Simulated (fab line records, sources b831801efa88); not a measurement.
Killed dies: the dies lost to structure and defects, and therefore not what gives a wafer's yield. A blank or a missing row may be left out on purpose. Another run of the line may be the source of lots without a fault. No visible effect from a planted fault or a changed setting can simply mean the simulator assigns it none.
Chamber matching	flow sky130	4 sister chambers for SKY_CONTACT_CMP_04 on cmp-01
The step polishes SiO2. 8 wafers are shown with their chamber, then 7 later ones without.

EACH WAFER AND ITS CHAMBER
wafer	chamber	motor-current-A (A)	time-to-endpoint-s (s)
L404.5	0	15.6	84
L405.2	3	13.5	82
L405.5	1	13.1	82
L414.1	2	12.9	84
L414.2	3	12.7	78
L414.4	1	12.7	79
L422.2	0	14.9	76
L422.3	2	13.7	79

WAFERS WITH NO CHAMBER GIVEN
wafer	motor-current-A (A)	time-to-endpoint-s (s)
L422.6	12.6	81
L426.1	13.5	85
L426.4	15.6	89
L426.5	13.0	89
L425.1	13.0	81
L425.2	12.8	82
L425.6	13.3	87

THE CHAMBER EACH PASSED THROUGH
wafer	from the rows above	in truth
L422.6	can't be placed: 1 or 3 or 2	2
L426.1	can't be placed: 2 or 3 or 1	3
L426.4	0	0
L426.5	can't be placed: 2 or 1 or 3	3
L425.1	can't be placed: 1 or 3 or 2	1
L425.2	can't be placed: 1 or 3 or 2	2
L425.6	can't be placed: 2 or 3 or 1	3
Placed correctly: 1 of 7. Cannot be placed on the basis of these rows: 6; the candidates contain the true chamber in 6. Placed wrongly: 0.
How it was worked out, from the rows above alone: a wafer's distance from a chamber is the root of the sum, over the readings, of the square of ((its reading less the chamber's mean) divided by the reading's scatter). The wafer belongs to the nearest chamber; if the next one is less than 2 further off, it can't be placed. For every chamber, the mean is computed from those of its wafers that are shown. How the scatter is found: for the shown wafers, subtract from each reading the mean of its chamber, square and add these, divide the total by (wafers less chambers), then take the root.
